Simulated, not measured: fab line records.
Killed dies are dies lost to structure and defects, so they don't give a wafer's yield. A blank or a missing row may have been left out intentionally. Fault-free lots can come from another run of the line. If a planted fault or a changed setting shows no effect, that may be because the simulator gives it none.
Which tool did it? / flow sky130 / Sampling: 12 lots, 36 wafers, 5 of 708 route steps

WHAT THE GAUGES SHOWED, per wafer
SKY_POLY_GATE_THK_MEAS_04.
lot=L983; measured=day 15 07:41; on=film_metro-01; POLY_GATE_CVD_03_THK (nm)=74.8 75.0 74.5
lot=L984; measured=day 15 12:25; on=film_metro-02; POLY_GATE_CVD_03_THK (nm)=74.8 75.4 74.5
lot=L986; measured=day 16 07:04; on=film_metro-02; POLY_GATE_CVD_03_THK (nm)=76.2 75.7 76.1
lot=L988; measured=day 17 12:43; on=film_metro-01; POLY_GATE_CVD_03_THK (nm)=74.9 75.5 75.1
lot=L989; measured=day 18 04:26; on=film_metro-01; POLY_GATE_CVD_03_THK (nm)=76.1 74.9 75.5
lot=L990; measured=day 18 04:27; on=film_metro-04; POLY_GATE_CVD_03_THK (nm)=74.8 74.9 75.6
lot=L991; measured=day 18 04:29; on=film_metro-01; POLY_GATE_CVD_03_THK (nm)=74.6 74.2 74.5
lot=L994; measured=day 19 01:03; on=film_metro-02; POLY_GATE_CVD_03_THK (nm)=74.4 75.8 75.5
lot=L998; measured=day 20 11:10; on=film_metro-02; POLY_GATE_CVD_03_THK (nm)=74.9 74.6 75.2
lot=L999; measured=day 22 09:06; on=film_metro-04; POLY_GATE_CVD_03_THK (nm)=74.9 75.7 75.5
lot=L100; measured=day 22 09:06; on=film_metro-01; POLY_GATE_CVD_03_THK (nm)=75.2 75.1 75.3
lot=L105; measured=day 23 00:43; on=film_metro-04; POLY_GATE_CVD_03_THK (nm)=74.4 74.2 73.5

SKY_POLY_GATE_THK_MEAS_21.
lot=L983; measured=day 16 13:20; on=film_metro-02; POLY_GATE_OXIDATION_THK (nm)=3.95 3.90 3.97
lot=L984; measured=day 16 18:49; on=film_metro-01; POLY_GATE_OXIDATION_THK (nm)=4.03 4.01 3.92
lot=L986; measured=day 17 13:55; on=film_metro-01; POLY_GATE_OXIDATION_THK (nm)=4.06 4.06 4.05
lot=L988; measured=day 18 20:10; on=film_metro-02; POLY_GATE_OXIDATION_THK (nm)=3.95 3.96 4.01
lot=L989; measured=day 19 12:05; on=film_metro-01; POLY_GATE_OXIDATION_THK (nm)=4.19 4.17 4.15
lot=L990; measured=day 19 12:31; on=film_metro-04; POLY_GATE_OXIDATION_THK (nm)=4.05 4.05 3.98
lot=L991; measured=day 19 13:19; on=film_metro-01; POLY_GATE_OXIDATION_THK (nm)=4.14 4.10 4.13
lot=L994; measured=day 20 10:29; on=film_metro-01; POLY_GATE_OXIDATION_THK (nm)=3.94 4.10 4.01
lot=L998; measured=day 21 19:54; on=film_metro-01; POLY_GATE_OXIDATION_THK (nm)=4.03 3.99 4.02
lot=L999; measured=day 23 16:17; on=film_metro-02; POLY_GATE_OXIDATION_THK (nm)=4.01 3.95 3.93
lot=L100; measured=day 23 16:51; on=film_metro-02; POLY_GATE_OXIDATION_THK (nm)=4.04 4.02 4.06
lot=L105; measured=day 24 08:29; on=film_metro-04; POLY_GATE_OXIDATION_THK (nm)=3.88 3.90 3.98

SKY_LDD_HVN_TW_MEAS_10.
lot=L983; measured=day 20 08:16; on=film_metro-04; LDD_HVN_TW=1410 1402 1405
lot=L984; measured=day 20 13:51; on=film_metro-04; LDD_HVN_TW=1406 1398 1398
lot=L986; measured=day 21 09:44; on=film_metro-04; LDD_HVN_TW=1401 1407 1404
lot=L988; measured=day 22 16:00; on=film_metro-01; LDD_HVN_TW=1446 1438 1446
lot=L989; measured=day 23 07:37; on=film_metro-04; LDD_HVN_TW=1407 1408 1406
lot=L990; measured=day 23 08:55; on=film_metro-01; LDD_HVN_TW=1449 1447 1446
lot=L991; measured=day 23 09:32; on=film_metro-01; LDD_HVN_TW=1446 1441 1444
lot=L994; measured=day 24 05:13; on=film_metro-01; LDD_HVN_TW=1451 1445 1451
lot=L998; measured=day 25 13:59; on=film_metro-02; LDD_HVN_TW=1451 1461 1454
lot=L999; measured=day 27 08:37; on=film_metro-04; LDD_HVN_TW=1200 1201 1202
lot=L100; measured=day 27 10:40; on=film_metro-04; LDD_HVN_TW=1191 1189 1197
lot=L105; measured=day 28 01:26; on=film_metro-02; LDD_HVN_TW=1465 1456 1456

EACH LOT AND THE TOOL THAT RAN IT (in order: tool; ch and the chambers of the sampled wafers; start)
lot=L983; SKY_POLY_GATE_ETCH_17=rie_si-01 ch 0,1, day 16 10:53; SKY_LDD_HVN_IMPLANT_08=implanter-02 ch 0, day 20 08:01
lot=L984; SKY_POLY_GATE_ETCH_17=rie_si-01 ch 0,3, day 16 16:49; SKY_LDD_HVN_IMPLANT_08=implanter-02 ch 0, day 20 13:37
lot=L986; SKY_POLY_GATE_ETCH_17=rie_si-01 ch 0,1,2, day 17 11:20; SKY_LDD_HVN_IMPLANT_08=implanter-02 ch 0, day 21 09:31
lot=L988; SKY_POLY_GATE_ETCH_17=rie_si-02 ch 2,3, day 18 18:07; SKY_LDD_HVN_IMPLANT_08=implanter-01 ch 0, day 22 15:46
lot=L989; SKY_POLY_GATE_ETCH_17=rie_si-02 ch 1,3, day 19 10:35; SKY_LDD_HVN_IMPLANT_08=implanter-01 ch 0, day 23 07:22
lot=L990; SKY_POLY_GATE_ETCH_17=rie_si-01 ch 0,1,3, day 19 11:02; SKY_LDD_HVN_IMPLANT_08=implanter-01 ch 0, day 23 08:41
lot=L991; SKY_POLY_GATE_ETCH_17=rie_si-02 ch 3, day 19 11:32; SKY_LDD_HVN_IMPLANT_08=implanter-03 ch 0, day 23 09:17
lot=L994; SKY_POLY_GATE_ETCH_17=rie_si-02 ch 0,3, day 20 08:08; SKY_LDD_HVN_IMPLANT_08=implanter-01 ch 0, day 24 05:00
lot=L998; SKY_POLY_GATE_ETCH_17=rie_si-01 ch 1,3, day 21 17:56; SKY_LDD_HVN_IMPLANT_08=implanter-01 ch 0, day 25 13:44
lot=L999; SKY_POLY_GATE_ETCH_17=rie_si-02 ch 0,2,3, day 23 14:50; SKY_LDD_HVN_IMPLANT_08=implanter-01 ch 0, day 27 08:22
lot=L100; SKY_POLY_GATE_ETCH_17=rie_si-02 ch 1,2,3, day 23 15:14; SKY_LDD_HVN_IMPLANT_08=implanter-01 ch 0, day 27 10:25
lot=L105; SKY_POLY_GATE_ETCH_17=rie_si-02 ch 0,1, day 24 06:58; SKY_LDD_HVN_IMPLANT_08=implanter-03 ch 0, day 28 01:13
- SKY_POLY_GATE_ETCH_17: etches poly-Si in HBr/Cl2, stops on SiO2, target depth 180 nm, time 70.5 s.
- SKY_LDD_HVN_IMPLANT_08

AS READ BY THE TOOLS THEMSELVES (means over the sampled wafers that have a number; for cases with no such wafer, the mark the record gives instead)
SKY_POLY_GATE_ETCH_17.
lot=L983; tool=rie_si-01; drypump_motor_current_A (A)=5.8; oes_product_au (a.u.)=1.004; throttle_valve_pct (%)=33.680
lot=L984; tool=rie_si-01; drypump_motor_current_A (A)=5.7; oes_product_au (a.u.)=0.994; throttle_valve_pct (%)=33.685
lot=L986; tool=rie_si-01; drypump_motor_current_A (A)=5.8; oes_product_au (a.u.)=0.999; throttle_valve_pct (%)=33.687
lot=L988; tool=rie_si-02; drypump_motor_current_A (A)=6.4; oes_product_au (a.u.)=0.994; throttle_valve_pct (%)=33.683
lot=L989; tool=rie_si-02; drypump_motor_current_A (A)=5.6; oes_product_au (a.u.)=0.992; throttle_valve_pct (%)=33.684
lot=L990; tool=rie_si-01; drypump_motor_current_A (A)=5.6; oes_product_au (a.u.)=0.996; throttle_valve_pct (%)=33.687
lot=L991; tool=rie_si-02; drypump_motor_current_A (A)=5.9; oes_product_au (a.u.)=0.993; throttle_valve_pct (%)=33.693
lot=L994; tool=rie_si-02; drypump_motor_current_A (A)=5.4; oes_product_au (a.u.)=0.985; throttle_valve_pct (%)=33.685
lot=L998; tool=rie_si-01; drypump_motor_current_A (A)=5.5; oes_product_au (a.u.)=0.999; throttle_valve_pct (%)=33.686
lot=L999; tool=rie_si-02; drypump_motor_current_A (A)=5.9; oes_product_au (a.u.)=0.990; throttle_valve_pct (%)=33.679
lot=L100; tool=rie_si-02; drypump_motor_current_A (A)=5.9; oes_product_au (a.u.)=0.984; throttle_valve_pct (%)=33.683
lot=L105; tool=rie_si-02; drypump_motor_current_A (A)=5.2; oes_product_au (a.u.)=0.987; throttle_valve_pct (%)=33.688

SKY_LDD_HVN_IMPLANT_08.
lot=L983; tool=implanter-02; dose_ions_cm2=3.0021e+13; faraday_current_uA=171; tilt_deg (degrees)=39.986
lot=L984; tool=implanter-02; dose_ions_cm2=3.0058e+13; faraday_current_uA=170; tilt_deg (degrees)=39.986
lot=L986; tool=implanter-02; dose_ions_cm2=3.0007e+13; faraday_current_uA=168; tilt_deg (degrees)=40.008
lot=L988; tool=implanter-01; dose_ions_cm2=3.0002e+13; faraday_current_uA=169; tilt_deg (degrees)=39.975
lot=L989; tool=implanter-01; dose_ions_cm2=3.0002e+13; faraday_current_uA=168; tilt_deg (degrees)=39.988
lot=L990; tool=implanter-01; dose_ions_cm2=3.0004e+13; faraday_current_uA=170; tilt_deg (degrees)=39.988
lot=L991; tool=implanter-03; dose_ions_cm2=3.0022e+13; faraday_current_uA=166; tilt_deg (degrees)=40.021
lot=L994; tool=implanter-01; dose_ions_cm2=3.0019e+13; faraday_current_uA=170; tilt_deg (degrees)=40.008
lot=L998; tool=implanter-01; dose_ions_cm2=3.0005e+13; faraday_current_uA=171; tilt_deg (degrees)=39.971
lot=L999; tool=implanter-01; dose_ions_cm2=1.8083e+13; faraday_current_uA=100; tilt_deg (degrees)=39.985
lot=L100; tool=implanter-01; dose_ions_cm2=1.8085e+13; faraday_current_uA=103; tilt_deg (degrees)=39.992
lot=L105; tool=implanter-03; dose_ions_cm2=2.9999e+13; faraday_current_uA=172; tilt_deg (degrees)=39.987

THE ANSWER, worked out from the rows above alone
Rule: usual is defined by the lots themselves. The widest of any qualifying gaps counts: lots, ordered by their means at a reading, are off when they make up no more than a third of the lots, leave a main group of 4 or more, and stand apart from it by 3 or more times the standard deviation of that group's means. A main group is skipped when, at the precision printed for the reading in the tables above, its means are all equal. Also off: a lot with no number at a reading for which 4 or more lots have one. Any other lot the step has rows for is counted as sound. Order of review: gauges by route order, followed by the tools' own readings, for which a lot's mean as printed above is used. The first step at which some lot is off is used, and at that step the reading that is off furthest; a lot without a number counts as furthest.
Off: L999, L100, at SKY_LDD_HVN_TW_MEAS_10 (LDD_HVN_TW). Main group: mean 1432, sd 23.
If a tool, at a process step before that reading, ran all the lots that are off and no sound lot after the first of them, it fits. The gauges at SKY_LDD_HVN_TW_MEAS_10 aren't tried: what is off there is off at SKY_LDD_HVN_IMPLANT_08 too, on other tools, and a gauge's error can't cause that. One candidate fits, namely implanter-01 at SKY_LDD_HVN_IMPLANT_08. A fault onset in the window from L998 (day 25 13:44, its last sound lot) to L999 (day 27 08:22, its first lot off) fits.
The tool's own readings at SKY_LDD_HVN_IMPLANT_08 bear it out: on the lots that are off they differ by more than 5 times the standard deviation of the sound lots' means. dose_ions_cm2 reads 1.8084e+13 there against 3.0014e+13 on the sound lots; faraday_current_uA reads 102 there against 170 on the sound lots.

WHAT THE SIMULATOR PUT IN
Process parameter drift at SKY_LDD_HVN_IMPLANT_08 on implanter-01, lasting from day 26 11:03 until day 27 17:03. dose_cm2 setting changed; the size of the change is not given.
Lots struck among those shown: L999, L100. Same finding as the rule above.
